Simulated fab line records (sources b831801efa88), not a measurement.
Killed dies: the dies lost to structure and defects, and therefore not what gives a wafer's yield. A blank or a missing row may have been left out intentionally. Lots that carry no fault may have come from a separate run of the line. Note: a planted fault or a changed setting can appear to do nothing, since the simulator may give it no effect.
A struck lot beside a sound one -- flow sky130 -- 18 out of 708 route steps
Sound: wafers L683.1, L683.2, L683.5. Wafers struck: L690.2, L690.4, L690.6. The cause is named last.
Per side, at each step with rows, come the tool, then ch with its chambers, and then its first start. Under that, the readings that differ: sound wafers -- struck wafers -- difference of the means -- sigmas: that difference in standard deviations of wafers without a fault.
alike: readings with means less than 2 such deviations apart, plus words and numbers identical on both sides. not compared: withheld readings, readings lacking a value on some wafer, bounds such as >300 that could conceal the same value, and numbers that have no deviation in the record and whose values overlap.
The two part at a step that has a row with sigmas, a row that says differs or no value, or rows on one side only. Non-overlapping numbers with no deviation appear without sigmas and do not part them. A reading missing from all wafers of one side parts the sides only when that side holds two or more wafers.

first, 4 steps without rows for these wafers: SKY_VT_ADJUST_PCH_SOFTBAKE_03; SKY_VT_ADJUST_PCH_EXPOSE_04 (exposes mask NWM, target cd 840 nm); SKY_VT_ADJUST_PCH_PEB_05; SKY_VT_ADJUST_PCH_DEVELOP_06 (develop time 60 s).
SKY_VT_ADJUST_PCH_OVL_MEAS_07:
  sound: overlay-01 at day 14 13:27; struck: overlay-02 at day 16 19:00
  alike: VT_ADJUST_PCH_OVL
after that, 1 step had no rows for these wafers: SKY_VT_ADJUST_PCH_IMPLANT_08.
SKY_VT_ADJUST_PCH_STRIP_09: strips in O2/N2.
  sound on plasma asher-01 ch 0,1, day 14 13:38; struck on plasma asher-03 ch 0,1, day 16 19:11
  alike: drypump motor current A, oes product au, strip time to endpoint s
  not compared: rf hours counter h
SKY_VT_ADJUST_PCH_TW_MEAS_10:
  sound: film metro-02 at day 14 13:44; struck: film metro-02 at day 16 19:17
  alike: VT_ADJUST_PCH_TW
then, 4 steps without rows for these wafers: SKY_SONOS_TUNNEL_DEHYDRATE_00 (time 60 s); SKY_SONOS_TUNNEL_HMDS_01 (prime time 60 s); SKY_SONOS_TUNNEL_COAT_02 (resist thk 1140 nm); SKY_SONOS_TUNNEL_SOFTBAKE_03 (time 60 s).
SKY_SONOS_TUNNEL_EXPOSE_04: exposes mask TUNM, target cd 410 nm.
  sound on iline stepper-01 ch 0, day 15 02:32; struck on iline stepper-01 ch 0, day 17 09:59
reading,sound,struck,difference,sigmas
exposure dose mJ cm2,136.17 136.25 135.86,109.67 109.62 109.80,-26.40,-99 or more
  alike: mask, stage vel mm s
then, 2 steps without rows for these wafers: SKY_SONOS_TUNNEL_PEB_05; SKY_SONOS_TUNNEL_DEVELOP_06 (develop time 60 s).
SKY_SONOS_TUNNEL_CD_MEAS_07: target cd 410 nm.
  sound: cd sem-02 at day 15 16:24; struck: cd sem-01 at day 18 00:20
reading,sound,struck,difference,sigmas
cd nm (nm),405.1 406.6 408.7,350.0 347.6 347.2,-58.5,-28
SKY_SONOS_TUNNEL_OVL_MEAS_08:
  sound: overlay-01 at day 15 16:31; struck: overlay-01 at day 18 00:26
  alike: SONOS_TUNNEL_OVL
-- record jumps: 33 days separate the struck wafers' starts on either side; left off in module SONOS_TUNNEL, taken up again in module PAD_OPEN, whose first shown step is the route's number 708 --
SKY_PAD_OPEN_PROBE_99:
  rows exist in the record for the struck wafers here (prober-01, day 50 14:09), but not for the sound ones

WHERE THEY PART
First at SKY_SONOS_TUNNEL_EXPOSE_04; last, within this record, at SKY_PAD_OPEN_PROBE_99.

WHY: what had been put in by the simulator
Drift in process parameters on iline stepper-01 at SKY_SONOS_TUNNEL_EXPOSE_04, starting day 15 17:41. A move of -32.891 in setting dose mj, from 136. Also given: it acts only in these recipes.
